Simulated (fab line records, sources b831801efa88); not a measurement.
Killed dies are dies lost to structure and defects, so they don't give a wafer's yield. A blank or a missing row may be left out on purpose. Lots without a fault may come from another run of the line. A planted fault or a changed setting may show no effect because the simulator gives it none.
fab line records | flow gf180mcu
record lots=14 wafers=42 last_day=34
route steps=602 shown PSD@257 V1@352 V3@443
lots that met no fault: from a run of the same line without faults
start_h: hours from the record's first day to the start of the lot's first wafer shown | wait_h: hours since the lot's step before | " the same as in the row above | L1.1+2: a row that stands for several wafers | - no value, or no start given | * or withheld: withheld | < > ~ a bound
route shown NAME@n: a module of which the file shows steps, and the number in the route of the first | usual: mean/standard deviation of fault-free wafers | same: alike in all rows | chamber/n: place in a boat | sites: the reading at each site | _std_site: their standard deviation | _edge_site: outer sites' mean less inner sites' | radius_mm: how far each site lies from the wafer's centre | mask NAME#n: copy n | behind: the tool/chamber that last shaped the wafer | hold: why the lot was held/for how many hours/how that ended | device: the transistor (n, p or np) that didn't switch | end of line: the same wafers' tests at the end of the route | a step without rows: its recipe alone | killed: dies lost to structure and defects at the first sort, not the wafer's yield | map: a wafer's dies, x killed, . not, _ none there
set.NAME: the setting as run; set.NAME@STEP: as run at that earlier step | model.NAME: the simulator's own value behind a step, which no gauge read
steps of the route over a sample of lots; a table a step, a row a wafer
services: from which hour (start_h, from the record's first day; less than 0 if before it) a tool's chamber was out of use, for how many hours, and why
## steps
# step GF_PSD_IMPLANT_09
# recipe species=BF2 energy_kev=40 dose_cm2=1.5e+15 tilt_deg=7
# usual beam_energy_keV=39.998/0.012 beam_on_s=9.96/0.18 dose_ions_cm2=1.4997e+15/1.7e+12 faraday_current_uA=8280/150 tilt_deg=7.002/0.022
# columns lot.wafer tool chamber start_h wait_h beam_energy_keV beam_on_s dose_ions_cm2 faraday_current_uA tilt_deg
L804.4 implanter-01 0 307.97 0.1 39.985 10.03 1.4981e+15 8221 7.014
L804.5 " 0 " " 39.988 10.16 1.497e+15 8115 6.993
L804.6 " 0 " " 39.996 9.98 1.4991e+15 8259 7.048
L805.1 implanter-02 0 338.90 0.0 39.993 10.31 1.4978e+15 7976 6.994
L805.3 " 0 " " 39.966 10.09 1.4979e+15 8231 7.030
L805.5 " 0 " " 39.999 9.71 1.5008e+15 8495 7.014
L806.1 implanter-03 0 347.07 0.0 40.005 10.04 1.5019e+15 8217 6.986
L806.2 " 0 " " 40.012 10.06 1.5e+15 8217 6.981
L806.4 " 0 " " 40.019 9.81 1.4983e+15 8430 7.032
L807.2 implanter-02 0 348.09 0.0 39.991 10.01 1.4982e+15 8250 6.975
L807.3 " 0 " " 39.966 9.57 1.4966e+15 8633 6.997
L807.5 " 0 " " 40.000 10.25 1.4977e+15 8000 6.983
L809.1 implanter-01 0 360.85 0.0 39.998 10.14 1.4977e+15 8142 6.976
L809.4 " 0 " " 39.989 9.74 1.5001e+15 8426 6.993
L809.6 " 0 " " 39.995 10.14 1.4991e+15 8105 6.986
L811.3 implanter-02 - 380.17 0.1 - - - - -
L811.4 " - " " - - - - -
L811.5 " - " " - - - - -
L813.1 implanter-03 - 398.30 0.0 - - - - -
L813.4 " - " " - - - - -
L813.6 " - " " - - - - -
L818.1 implanter-03 0 439.62 0.0 40.003 10.05 1.5003e+15 8207 6.990
L818.2 " 0 " " 39.993 9.87 1.5016e+15 8390 6.992
L818.5 " 0 " " 39.995 9.84 1.5012e+15 8353 7.028
L819.3 implanter-03 0 449.72 0.1 40.014 9.92 1.502e+15 8321 7.000
L819.4 " 0 " " 40.020 10.05 1.5002e+15 8197 7.017
L819.6 " 0 " " 39.996 9.73 1.4992e+15 8494 7.017
L821.1 implanter-03 0 468.67 0.0 39.989 9.84 1.4983e+15 8327 7.022
L821.5 " 0 " " 40.007 10.03 1.5e+15 8226 6.989
L821.6 " 0 " " 39.993 10.01 1.5003e+15 8256 6.994
L822.2 implanter-02 0 482.69 0.0 39.987 10.04 1.4984e+15 8226 7.029
L822.3 " 0 " " 39.992 9.98 1.4972e+15 8238 7.036
L822.5 " 0 " " 39.994 9.94 1.5015e+15 8293 7.031
L823.3 implanter-02 0 488.02 0.1 39.989 9.84 1.4998e+15 8415 6.998
L823.5 " 0 " " 39.999 10.05 1.501e+15 8219 6.976
L823.6 " 0 " " 40.017 9.96 1.4995e+15 8294 6.999
L825.1 implanter-03 0 499.25 0.0 39.992 10.09 1.4986e+15 8190 7.029
L825.5 " 0 " " 39.992 9.79 1.4998e+15 8389 6.991
L825.6 " 0 " " 40.003 10.03 1.4996e+15 8247 6.999
L827.2 implanter-03 0 507.69 0.0 39.994 9.94 1.496e+15 8286 7.037
L827.3 " 0 " " 39.977 9.84 1.5001e+15 8347 7.024
L827.6 " 0 " " 40.011 10.29 1.5e+15 8004 7.040
# step GF_PSD_STRIP_10
# recipe chemistry=O2/N2 power_w=1400 pressure_mtorr=1500 platen_temp_c=250 o2_flow_sccm=3000 n2_flow_sccm=300 overash_fraction=0.5
# usual drypump_motor_current_A=5.8/0.58 heater_power_w=331/24 o2_flow_sccm=3000/8.5 oes_product_au=0.592/0.005 strip_time_to_endpoint_s=16.55/0.045
# columns lot.wafer tool chamber start_h wait_h drypump_motor_current_A heater_power_w o2_flow_sccm oes_product_au rf_hours_counter_h strip_time_to_endpoint_s
L804.4 plasma_asher-04 0 308.08 0.1 5.2 333 3007 0.596 - 16.54
L804.5 " 1 " " 5.6 306 3008 0.588 - 16.52
L804.6 " 0 " " 5.2 319 3016 0.595 - 16.55
L805.1 plasma_asher-03 1 339.05 0.1 5.9 370 3016 0.594 54 16.57
L805.3 " 1 " " 6.0 364 3004 0.587 - 16.63
L805.5 " 0 " " 6.8 363 3001 0.596 - 16.58
L806.1 plasma_asher-04 1 347.22 0.1 5.5 311 2989 0.596 23 16.63
L806.2 " 0 " " 5.2 323 2985 0.601 23 16.61
L806.4 " 1 " " 5.5 308 2999 0.590 - 16.58
L807.2 plasma_asher-04 0 348.22 0.1 5.2 322 2997 0.585 23 16.53
L807.3 " 1 " " 5.6 305 2988 0.602 - 16.54
L807.5 " 1 " " 5.5 298 3000 0.595 - 16.58
L809.1 plasma_asher-04 1 361.00 0.1 5.5 297 3008 0.591 24 16.50
L809.4 " 0 " " 5.2 321 2995 0.588 - 16.53
L809.6 " 1 " " 5.5 308 3019 0.590 - 16.52
L811.3 plasma_asher-03 1 380.30 0.1 5.9 370 3009 0.719 - 12.67
L811.4 " 0 " " 6.8 359 2985 0.715 - 12.62
L811.5 " 0 " " 6.8 358 2981 0.714 - 12.60
L813.1 plasma_asher-02 0 398.45 0.1 5.3 327 3006 0.722 73 12.63
L813.4 " 0 " " 5.3 336 3010 0.717 - 12.59
L813.6 " 1 " " 6.6 302 2999 0.716 - 12.66
L818.1 plasma_asher-04 1 439.77 0.1 5.6 304 2991 0.585 33 16.64
L818.2 " 0 " " 5.2 329 2994 0.591 33 16.63
L818.5 " 0 " " 5.2 325 2990 0.586 - 16.66
L819.3 plasma_asher-02 0 449.85 0.1 5.3 331 3012 0.599 - 16.58
L819.4 " 1 " " 6.6 309 2995 0.592 - 16.60
L819.6 " 1 " " 6.6 305 2992 0.600 - 16.60
L821.1 plasma_asher-02 1 468.82 0.1 6.6 312 2989 0.591 82 16.55
L821.5 " 1 " " 6.6 307 3001 0.590 - 16.57
L821.6 " 0 " " 5.3 343 2994 0.580 - 16.56
L822.2 plasma_asher-04 0 482.82 0.1 5.2 330 3004 0.593 37 16.55
L822.3 " 1 " " 5.6 310 3011 0.591 - 16.52
L822.5 " 0 " " 5.2 322 2988 0.595 - 16.53
L823.3 plasma_asher-02 0 488.15 0.1 5.3 329 2985 0.596 - 16.53
L823.5 " 0 " " 5.3 331 3002 0.589 - 16.51
L823.6 " 1 " " 6.6 302 3010 0.584 - 16.50
L825.1 plasma_asher-04 1 499.40 0.1 5.6 303 3008 0.588 39 16.46
L825.5 " 1 " " 5.6 301 2995 0.591 - 16.45
L825.6 " 0 " " 5.2 322 2981 0.594 - 16.48
L827.2 plasma_asher-03 0 507.82 0.1 6.7 361 2993 0.593 72 16.57
L827.3 " 1 " " 6.0 356 3004 0.584 - 16.58
L827.6 " 0 " " 6.7 356 2989 0.594 - 16.59
# step GF_PSD_TW_MEAS_11
# usual PSD_TW=3164/13
# columns lot.wafer tool chamber start_h wait_h PSD_TW
L804.4 film_metro-04 - 308.18 0.1 3163
L804.5 " - " " 3160
L804.6 " - " " 3168
L805.1 film_metro-04 - 339.15 0.1 3156
L805.3 " - " " 3173
L805.5 " - " " 3161
L806.1 film_metro-04 - 347.32 0.1 3185
L806.2 " - " " 3174
L806.4 " - " " 3194
L807.2 film_metro-03 - 348.33 0.1 3153
L807.3 " - " " 3161
L807.5 " - " " 3159
L809.1 film_metro-04 - 361.12 0.1 3161
L809.4 " - " " 3160
L809.6 " - " " 3153
L811.3 film_metro-01 - 380.39 0.1 30
L811.4 " - " " 30
L811.5 " - " " 30
L813.1 film_metro-04 - 398.55 0.1 30
L813.4 " - " " 30
L813.6 " - " " 30
L818.1 film_metro-03 - 439.87 0.1 3158
L818.2 " - " " 3156
L818.5 " - " " 3165
L819.3 film_metro-03 - 449.94 0.1 3164
L819.4 " - " " 3181
L819.6 " - " " 3171
L821.1 film_metro-03 - 468.92 0.1 3154
L821.5 " - " " 3167
L821.6 " - " " 3160
L822.2 film_metro-03 - 482.93 0.1 3163
L822.3 " - " " 3176
L822.5 " - " " 3148
L823.3 film_metro-04 - 488.24 0.1 3160
L823.5 " - " " 3169
L823.6 " - " " 3173
L825.1 film_metro-04 - 499.50 0.1 3167
L825.5 " - " " 3156
L825.6 " - " " 3168
L827.2 film_metro-03 - 507.93 0.1 3155
L827.3 " - " " 3184
L827.6 " - " " 3168
# step GF_PSD_RS_MEAS_15
# recipe thk_meas_gauge=four-point-probe
# usual PSD_RS=108.5/0.31
# columns lot.wafer tool chamber start_h wait_h PSD_RS[ohm/sq]
L804.4 film_metro-04 - 308.52 0.1 109.1
L804.5 " - " " 108.7
L804.6 " - " " 109.2
L805.1 film_metro-03 - 339.47 0.1 108.6
L805.3 " - " " 108.6
L805.5 " - " " 108.4
L806.1 film_metro-03 - 347.64 0.1 108.3
L806.2 " - " " 108.4
L806.4 " - " " 108.4
L807.2 film_metro-01 - 348.65 0.1 108.5
L807.3 " - " " 108.3
L807.5 " - " " 108.4
L809.1 film_metro-04 - 361.43 0.1 108.3
L809.4 " - " " 108.6
L809.6 " - " " 108.2
L811.3 film_metro-01 - 380.72 0.1 133.0
L811.4 " - " " 133.0
L811.5 " - " " 132.9
L813.1 film_metro-03 - 398.86 0.1 133.1
L813.4 " - " " 132.9
L813.6 " - " " 132.8
L818.1 film_metro-04 - 440.18 0.1 108.6
L818.2 " - " " 108.5
L818.5 " - " " 108.3
L819.3 film_metro-01 - 450.27 0.1 108.3
L819.4 " - " " 108.4
L819.6 " - " " 108.7
L821.1 film_metro-03 - 469.23 0.1 108.5
L821.5 " - " " 108.5
L821.6 " - " " 108.7
L822.2 film_metro-04 - 483.25 0.1 108.9
L822.3 " - " " 109.0
L822.5 " - " " 108.8
L823.3 film_metro-04 - 488.57 0.1 108.9
L823.5 " - " " 108.9
L823.6 " - " " 108.5
L825.1 film_metro-03 - 499.81 0.1 109.2
L825.5 " - " " 108.7
L825.6 " - " " 108.8
L827.2 film_metro-01 - 508.25 0.1 108.2
L827.3 " - " " 108.0
L827.6 " - " " 108.2
# step GF_V1_ETCH_17
# recipe chemistry=C4F8/O2/Ar mask_material=KrF target=SiO2 stop_on=TiN source_w=1500 bias_w=1200 pressure_mtorr=40 c4f8_flow_sccm=withheld O2_flow_sccm=6 Ar_flow_sccm=300 time_s=withheld target_depth_a=6300
# usual oes_product_au=0.856/0.0044
# columns lot.wafer tool chamber start_h wait_h oes_product_au
L804.4 rie_diel-03 1 - - 0.856
L804.5 " 1 " " 0.861
L804.6 " 2 " " 0.855
L805.1 rie_diel-03 3 - - 0.862
L805.3 " 1 " " 0.854
L805.5 " 1 " " 0.854
L806.1 rie_diel-04 0 - - 0.852
L806.2 " 2 " " 0.855
L806.4 " 1 " " 0.857
L807.2 rie_diel-04 1 - - 0.855
L807.3 " 3 " " 0.859
L807.5 " 0 " " 0.855
L809.1 rie_diel-02 0 - - 0.850
L809.4 " 3 " " 0.854
L809.6 " 0 " " 0.858
L818.1 rie_diel-04 0 - - 0.860
L818.2 " 3 " " 0.854
L818.5 " 3 " " 0.857
L819.3 rie_diel-04 3 - - 0.857
L819.4 " 3 " " 0.860
L819.6 " 0 " " 0.857
L821.1 rie_diel-04 3 - - 0.853
L821.5 " 2 " " 0.853
L821.6 " 1 " " 0.855
L822.2 rie_diel-04 2 - - 0.849
L822.3 " 1 " " 0.850
L822.5 " 2 " " 0.854
L823.3 rie_diel-04 2 - - 0.862
L823.5 " 3 " " 0.854
L823.6 " 2 " " 0.853
L825.1 rie_diel-02 0 - - 0.856
L825.5 " 1 " " 0.856
L825.6 " 2 " " 0.855
L827.2 rie_diel-04 3 - - 0.857
L827.3 " 0 " " 0.852
L827.6 " 1 " " 0.860
# step GF_V1_THK_MEAS_25
# recipe thk_meas_gauge=xrf reads=W_of_V1_CVD_23
# usual V1_W_THK=334/4.5
# columns lot.wafer tool chamber start_h wait_h V1_W_THK[nm]
L804.4 film_metro-04 - 402.26 0.1 330
L804.5 " - " " 337
L804.6 " - " " 335
L805.1 film_metro-04 - 436.33 0.1 335
L805.3 " - " " 335
L805.5 " - " " 334
L806.1 film_metro-04 - 443.74 0.1 327
L806.2 " - " " 328
L806.4 " - " " 325
L807.2 film_metro-04 - 447.32 0.1 327
L807.3 " - " " 328
L807.5 " - " " 330
L809.1 film_metro-04 - 461.75 0.1 339
L809.4 " - " " 339
L809.6 " - " " 342
L818.1 film_metro-02 - 541.71 0.1 336
L818.2 " - " " 329
L818.5 " - " " 331
L819.3 film_metro-04 - 549.01 0.1 327
L819.4 " - " " 331
L819.6 " - " " 330
L821.1 film_metro-04 - 566.24 0.1 330
L821.5 " - " " 338
L821.6 " - " " 331
L822.2 film_metro-02 - 580.62 0.1 327
L822.3 " - " " 337
L822.5 " - " " 338
L823.3 film_metro-04 - 586.00 0.1 327
L823.5 " - " " 327
L823.6 " - " " 331
L825.1 film_metro-03 - 595.70 0.1 333
L825.5 " - " " 337
L825.6 " - " " 336
L827.2 film_metro-03 - 602.86 0.1 328
L827.3 " - " " 330
L827.6 " - " " 328
# step GF_V3_CD_MEAS_14
# recipe target_cd_nm=260
# usual cd_nm=260.4/0.94
# columns lot.wafer tool chamber start_h wait_h cd_nm
L804.4 cd_sem-02 - 504.01 0.1 260.3
L804.5 " - " " 259.3
L804.6 " - " " 260.2
L805.1 cd_sem-01 - 535.99 0.1 259.1
L805.3 " - " " 259.3
L805.5 " - " " 259.0
L806.1 cd_sem-01 - 543.36 0.1 260.4
L806.2 " - " " 259.5
L806.4 " - " " 261.4
L807.2 cd_sem-02 - 546.73 0.1 260.1
L807.3 " - " " 260.8
L807.5 " - " " 261.7
L809.1 cd_sem-01 - 558.84 0.1 260.6
L809.4 " - " " 260.3
L809.6 " - " " 261.3
L818.1 cd_sem-01 - 631.31 0.1 260.3
L818.2 " - " " 261.1
L818.5 " - " " 261.1
L819.3 cd_sem-02 - 640.03 0.1 260.2
L819.4 " - " " 260.1
L819.6 " - " " 260.7
L821.1 cd_sem-01 - 653.64 0.1 261.4
L821.5 " - " " 260.9
L821.6 " - " " 261.2
L822.2 cd_sem-02 - 666.96 0.1 261.0
L822.3 " - " " 260.8
L822.5 " - " " 261.0
L823.3 cd_sem-01 - 670.53 0.1 261.1
L823.5 " - " " 261.3
L823.6 " - " " 262.2
L825.1 cd_sem-02 - 680.24 0.1 262.9
L825.5 " - " " 260.2
L825.6 " - " " 262.9
L827.2 cd_sem-02 - 686.46 0.1 259.4
L827.3 " - " " 260.5
L827.6 " - " " 259.6
## services
# columns tool chamber start_h hours kind
implanter-03 - 289.49 3.8 repair
rie_diel-04 3 290.20 1.8 repair
implanter-02 - 324.40 9.9 repair
plasma_asher-02 - 330.26 0.4 repair
plasma_asher-04 - 335.15 6.6 repair
implanter-03 - 338.21 2.4 pm
rie_diel-04 - 343.58 0.2 repair
implanter-02 - 356.80 3.1 pm
plasma_asher-02 - 357.31 3.5 repair
implanter-03 - 368.73 5.0 repair
plasma_asher-02 - 386.26 0.7 repair
rie_diel-04 0 387.88 18.2 repair
rie_diel-04 - 451.30 0.4 repair
implanter-03 - 475.28 2.2 repair
implanter-02 - 494.29 3.9 repair
plasma_asher-02 - 498.95 1.2 repair
implanter-03 - 501.82 1.9 repair
implanter-02 - 505.11 1.5 repair
rie_diel-04 3 509.49 5.6 repair
plasma_asher-02 - 509.87 2.8 pm
implanter-03 - 543.38 14.1 repair
implanter-02 - 568.85 1.7 repair
implanter-02 - 580.02 3.0 repair
rie_diel-04 - 588.68 0.9 repair
## key
first_sign step=GF_PSD_IMPLANT_09 reading=tool_record direction=missing
effect step=GF_PSD_STRIP_10 reading=strip_time_to_endpoint_s direction=down sigmas=88 usual=* struck=*
effect step=GF_PSD_TW_MEAS_11 reading=PSD_TW direction=down sigmas=99+ usual=3164 struck=30
effect step=GF_PSD_RS_MEAS_15 reading=PSD_RS direction=up sigmas=78 usual=108.5 struck=133.0
met_at GF_PSD_IMPLANT_09
struck_lots L811,L813
later_rows_left_out L811.3,L811.4,L811.5,L813.1,L813.4,L813.6
sort_left_out L811.3,L811.4,L811.5,L813.1,L813.4,L813.6
tester_left_out L811,L813
not_acting_at GF_V1_ETCH_17,GF_V1_THK_MEAS_25,GF_V3_CD_MEAS_14
onset_between 348.09 380.17
fault kind=skipped_step_whole tool=implanter-02,implanter-03 chamber=- onset_h=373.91 steps=GF_PSD_IMPLANT_09 scope=struck_lots_only
# tester_left_out: of these lots the tester's yield and bins aren't shown, on N5 and GAA mostly nor the transistor test; their killed dies are dies lost to structure and defects alone, not to doping, threshold or leakage, so they don't give the yield
# sort_left_out: the simulated sort isn't trusted on such a fault, so these wafers' sort isn't shown, and their yield isn't known
# later_rows_left_out: the simulator's readings of these wafers behind a module that went badly wrong aren't trusted and aren't shown, but for the sort
